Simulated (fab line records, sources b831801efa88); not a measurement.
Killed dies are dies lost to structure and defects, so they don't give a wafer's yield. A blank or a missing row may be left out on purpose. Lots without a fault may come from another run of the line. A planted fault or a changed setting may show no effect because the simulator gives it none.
A struck lot beside a sound one | flow gf180mcu | 21 steps out of a route of 602
Sound: wafers L583.2, L583.4, L583.6. Struck: wafer L600.5. (L600.3 of the same lot was not struck and is left out.) The cause comes at the end.
At each step with rows: each side's tool, then ch and its chambers, then its first start. Under that, the readings that differ: sound wafers | struck wafers | difference of the means | sigmas: that difference in standard deviations of wafers without a fault.
alike: readings whose means differ by less than 2 such deviations, and words and numbers that are the same on both sides. not compared: withheld readings, readings that some wafer has no value for, bounds like >300 that may hide the same value, and numbers for which the record gives no deviation and whose values overlap.
The two part at a step that has a row with sigmas, a row that says differs or no value, or rows on one side only. Numbers that don't overlap but have no deviation are shown without sigmas and don't part them. A reading that every wafer of one side lacks parts them only if that side has two wafers or more.

first, 2 steps without rows for these wafers: GF_MIM_SPUTTER_02 (material AlCu, target thk 450 nm, time 23.9 s); GF_MIM_SPUTTER_03 (material Ti, target thk 10 nm, time 6.7 s).
GF_MIM_SPUTTER_04: material TiN, target thk 50 nm, time 41.7 s.
  sound on pvd_sputter-03, day 25 21:27; struck on pvd_sputter-04, day 30 15:51
  alike: cathode_dc_power_W, throttle_valve_pct
GF_MIM_CVD_05: deposits Si3N4, target thk 42 nm, time 29.086 s.
  sound on pecvd-01 ch 0,1,2, day 25 21:29; struck on pecvd-01 ch 0, day 30 15:53
  alike: heater_power_w, temp_max_c
GF_MIM_THK_MEAS_06:
  sound on film_metro-04, day 25 21:32; struck on film_metro-01, day 30 15:56
  alike: MIM_CVD_05_THK
GF_MIM_SPUTTER_07: material TiN, target thk 60 nm, time 50 s.
  sound on pvd_sputter-02, day 25 21:35; struck on pvd_sputter-03, day 30 15:59
  alike: cathode_dc_power_W, throttle_valve_pct
GF_MIM_SPUTTER_08: material AlCu, target thk 200 nm, time 10.6 s.
  sound on pvd_sputter-02, day 25 21:38; struck on pvd_sputter-03, day 30 16:02
  alike: cathode_dc_power_W, throttle_valve_pct
GF_MIM_SPUTTER_09: material TiN, target thk 35 nm, time 29.2 s.
  sound on pvd_sputter-02, day 25 21:39; struck on pvd_sputter-03, day 30 16:03
  alike: cathode_dc_power_W, throttle_valve_pct
GF_MIM_RS_MEAS_10: measures by four-point-probe.
  sound on film_metro-02, day 25 21:42; struck on film_metro-01, day 30 16:07
  alike: MIM_ALCU_RS
GF_MIM_THK_MEAS_11: measures by xrf.
  sound on film_metro-02, day 25 21:49; struck on film_metro-01, day 30 16:13
  alike: MIM_ALCU_THK
then, 2 steps without rows for these wafers: GF_MIM_DEHYDRATE_12 (time 60 s); GF_MIM_HMDS_13 (prime time 60 s).
GF_MIM_COAT_14: resist thk 1000 nm.
  sound on litho_track-02 ch 0, day 26 06:20; struck on litho_track-02 ch 0, day 31 00:15
  reading                                  | sound             | struck | difference | sigmas
  model.NOVOLAK_of_MIM_COAT_14.thk_nm (nm) | 995.3 998.8 993.4 | 973.2  | -22.6      |
then, 4 steps without rows for these wafers: GF_MIM_SOFTBAKE_15 (time 60 s); GF_MIM_EXPOSE_16 (exposes mask FuseTop, target cd 2000 nm); GF_MIM_PEB_17; GF_MIM_DEVELOP_18 (develop time 60 s).
GF_MIM_METAL_ETCH_19: etches the open film in Cl2/BCl3, stops on Si3N4, target depth 324.5 nm, time 54.1 s.
  sound on rie_metal-04 ch 0,1, day 26 16:09; struck on rie_metal-03 ch 1, day 31 08:43
  reading                                  | sound             | struck | difference | sigmas
  model.NOVOLAK_of_MIM_COAT_14.thk_nm (nm) | 865.2 867.2 864.2 | 841.4  | -24.1      |
  alike: drypump_motor_current_A, oes_product_au, throttle_valve_pct
  not compared: rf_hours_counter_h
GF_MIM_STRIP_20: strips in O2/N2.
  sound on plasma_asher-04 ch 1, day 26 16:13; struck on plasma_asher-04 ch 0, day 31 08:47
  reading                      | sound             | struck | difference | sigmas
  oes_product_au (a.u.)        | 0.685 0.692 0.686 | 0.673  | -0.015     | -3
  strip_time_to_endpoint_s (s) | 11.17 11.17 11.16 | 10.89  | -0.28      | -9
  alike: drypump_motor_current_A, heater_power_w
  not compared: rf_hours_counter_h
then, 1 step without rows for these wafers: GF_MIM_STRIP_21 (strips in post etch residue remover, time 1200 s).
-- the record jumps here: 3 days lie between the struck wafers' starts before and after (it left off in module MIM and takes up again in module PASSIVATION, whose first step shown is number 602 of the route) --
GF_PASSIVATION_PROBE_99:
  the record has rows for the struck wafers here (prober-01, day 34 07:26) and none for the sound ones

WHERE THEY PART
First at GF_MIM_STRIP_20; last, within this record, at GF_PASSIVATION_PROBE_99.

WHY: what the simulator had put in
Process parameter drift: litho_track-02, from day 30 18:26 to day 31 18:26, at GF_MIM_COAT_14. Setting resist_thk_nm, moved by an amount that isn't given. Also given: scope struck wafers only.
